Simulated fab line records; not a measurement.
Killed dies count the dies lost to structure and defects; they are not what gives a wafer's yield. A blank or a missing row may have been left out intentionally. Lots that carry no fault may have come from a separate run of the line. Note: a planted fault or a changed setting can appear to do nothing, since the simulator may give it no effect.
Which tool did it? | flow sfqLine | 14 lots with 42 wafers sampled at 3 steps, on a route of 325 steps

WHAT THE GAUGES READ, wafer by wafer
Not one reading of a measure or inspect step in the record can be checked against a usual standard deviation.

WHICH TOOL RAN EACH LOT (tool, then ch and the chambers of the sampled wafers, then the start)
lot  | SFQ_TRILAYER_I0_CMP_CMP_028   | SFQ_TRILAYER_I0_METRO_MEASURE_029 | SFQ_TRILAYER_I0_VIA_ETCH_VIA_ETCH_034
L296 | cmp-01 ch 1,2,3, day 12 09:28 | filmMetro-03, day 12 11:47        | rieDiel-03 ch 0,3, day 13 02:54
L298 | cmp-01 ch 0,1, day 13 01:59   | filmMetro-03, day 13 05:07        | rieDiel-01 ch 0,1, day 13 14:54
L299 | cmp-01 ch 0,3, day 13 07:08   | filmMetro-02, day 13 10:27        | rieDiel-03 ch 0,1,3, day 13 20:54
L300 | cmp-02 ch 0,1,3, day 14 10:02 | filmMetro-04, day 14 12:39        | rieDiel-03 ch 0,1,3, day 15 02:26
L301 | cmp-02 ch 0,1,2, day 15 00:32 | filmMetro-03, day 15 03:51        | rieDiel-03 ch 0,3, day 15 08:26
L302 | cmp-01 ch 1,2, day 15 04:32   | filmMetro-03, day 15 07:22        | rieDiel-01 ch 1,2, day 15 13:14
L303 | cmp-02 ch 0,1,2, day 15 14:08 | filmMetro-04, day 15 16:45        | rieDiel-01 ch 0,2, day 15 20:17
L304 | cmp-02 ch 1,2, day 15 22:38   | filmMetro-04, day 16 01:57        | rieDiel-02 ch 1,3, day 16 05:16
L305 | cmp-02 ch 1,2,3, day 16 05:44 | filmMetro-02, day 16 08:21        | rieDiel-01 ch 0,3, day 16 11:52
L309 | cmp-01 ch 0,1,3, day 17 10:22 | filmMetro-03, day 17 13:23        | rieDiel-01 ch 0,1,3, day 24 08:50
L311 | cmp-01 ch 0,1, day 18 01:01   | filmMetro-03, day 18 04:32        | rieDiel-01 ch 1,2,3, day 25 01:38
L317 | cmp-01 ch 0,2,3, day 21 05:54 | filmMetro-04, day 21 08:13        | rieDiel-01 ch 1,3, day 28 00:36
L318 | cmp-01 ch 0,2,3, day 21 11:24 | filmMetro-02, day 21 14:01        | rieDiel-02 ch 1,2,3, day 28 11:24
L319 | cmp-02 ch 0,1,2, day 21 23:24 | filmMetro-03, day 22 02:25        | rieDiel-03 ch 0,1,3, day 28 21:00
- SFQ_TRILAYER_I0_CMP_CMP_028: polishes SiO2.
- SFQ_TRILAYER_I0_METRO_MEASURE_029
- SFQ_TRILAYER_I0_VIA_ETCH_VIA_ETCH_034: etches SiO2 in CHF3, stops on Nb, target depth 260 nm.

WHAT THE TOOLS THEMSELVES READ (means of the sampled wafers that have a number; where no wafer has one, the mark that the record gives instead)
SFQ_TRILAYER_I0_CMP_CMP_028.
lot  | tool   | motorCurrentA (A) | platenRpm (rpm) | timeToEndpointS (s)
L296 | cmp-01 | 10.2              | 59.95           | 217
L298 | cmp-01 | 9.2               | 60.03           | 210
L299 | cmp-01 | 10.0              | 60.01           | 219
L300 | cmp-02 | 11.1              | 59.96           | 220
L301 | cmp-02 | 10.9              | 60.00           | 233
L302 | cmp-01 | 9.5               | 59.97           | 222
L303 | cmp-02 | 10.7              | 60.04           | 220
L304 | cmp-02 | 10.6              | 60.04           | 220
L305 | cmp-02 | 11.0              | 60.00           | 217
L309 | cmp-01 | 9.3               | 60.05           | 227
L311 | cmp-01 | 9.8               | 59.96           | 236
L317 | cmp-01 | 10.1              | 59.96           | 217
L318 | cmp-01 | 10.1              | 60.03           | 212
L319 | cmp-02 | 10.9              | 60.00           | 223

SFQ_TRILAYER_I0_METRO_MEASURE_029.
lot  | tool         | thkNm (nm)
L296 | filmMetro-03 | 199.7
L298 | filmMetro-03 | 199.3
L299 | filmMetro-02 | 200.4
L300 | filmMetro-04 | 201.0
L301 | filmMetro-03 | 200.7
L302 | filmMetro-03 | 201.5
L303 | filmMetro-04 | 201.3
L304 | filmMetro-04 | 200.8
L305 | filmMetro-02 | 200.5
L309 | filmMetro-03 | 182.7
L311 | filmMetro-03 | 167.0
L317 | filmMetro-04 | 200.4
L318 | filmMetro-02 | 199.8
L319 | filmMetro-03 | 200.2

SFQ_TRILAYER_I0_VIA_ETCH_VIA_ETCH_034.
lot  | tool       | drypumpMotorCurrentA (A) | oesProductAu (a.u.) | rfFwdPowerW (W)
L296 | rieDiel-03 | 5.7                      | 0.856               | 497.9
L298 | rieDiel-01 | 6.4                      | 0.852               | 496.8
L299 | rieDiel-03 | 5.7                      | 0.848               | 499.0
L300 | rieDiel-03 | 5.7                      | 0.857               | 499.0
L301 | rieDiel-03 | 5.7                      | 0.856               | 497.7
L302 | rieDiel-01 | 6.0                      | 0.859               | 497.6
L303 | rieDiel-01 | 6.3                      | 0.863               | 497.2
L304 | rieDiel-02 | 5.4                      | 0.856               | 498.3
L305 | rieDiel-01 | 6.3                      | 0.862               | 498.9
L309 | rieDiel-01 | 6.3                      | 0.811               | 499.8
L311 | rieDiel-01 | 5.9                      | 0.776               | 497.5
L317 | rieDiel-01 | 6.1                      | 0.854               | 498.2
L318 | rieDiel-02 | 5.6                      | 0.857               | 498.8
L319 | rieDiel-03 | 5.7                      | 0.857               | 496.9

THE ANSWER, worked out from the rows above alone
Rule: usual is defined by the lots themselves. The widest of any qualifying gaps counts: lots, ordered by their means at a reading, are off when they make up no more than a third of the lots, leave a main group of 4 or more, and stand apart from it by 3 or more times the standard deviation of that group's means. If all means in a main group match to the digits the tables above print for the reading, that group is not used. Also off: a lot with no number at a reading for which 4 or more lots have one. Where the step has rows for the other lots, those lots are counted as sound. The gauges are gone through in route order, then the tools' own readings, and for those a lot's mean is taken as printed above. At the first step where some lot is off, the reading lying furthest off is the one used; lots without a number count as furthest.
Off: L309, L311, at SFQ_TRILAYER_I0_METRO_MEASURE_029 (thkNm). Mean 200.5 nm and standard deviation 0.62 in the main group.
If a tool, at that step or one of the process steps before it, ran each lot that is off and ran no sound lot following the first of them, it fits. None of those tried fits.

WHAT WAS PUT IN BY THE SIMULATOR
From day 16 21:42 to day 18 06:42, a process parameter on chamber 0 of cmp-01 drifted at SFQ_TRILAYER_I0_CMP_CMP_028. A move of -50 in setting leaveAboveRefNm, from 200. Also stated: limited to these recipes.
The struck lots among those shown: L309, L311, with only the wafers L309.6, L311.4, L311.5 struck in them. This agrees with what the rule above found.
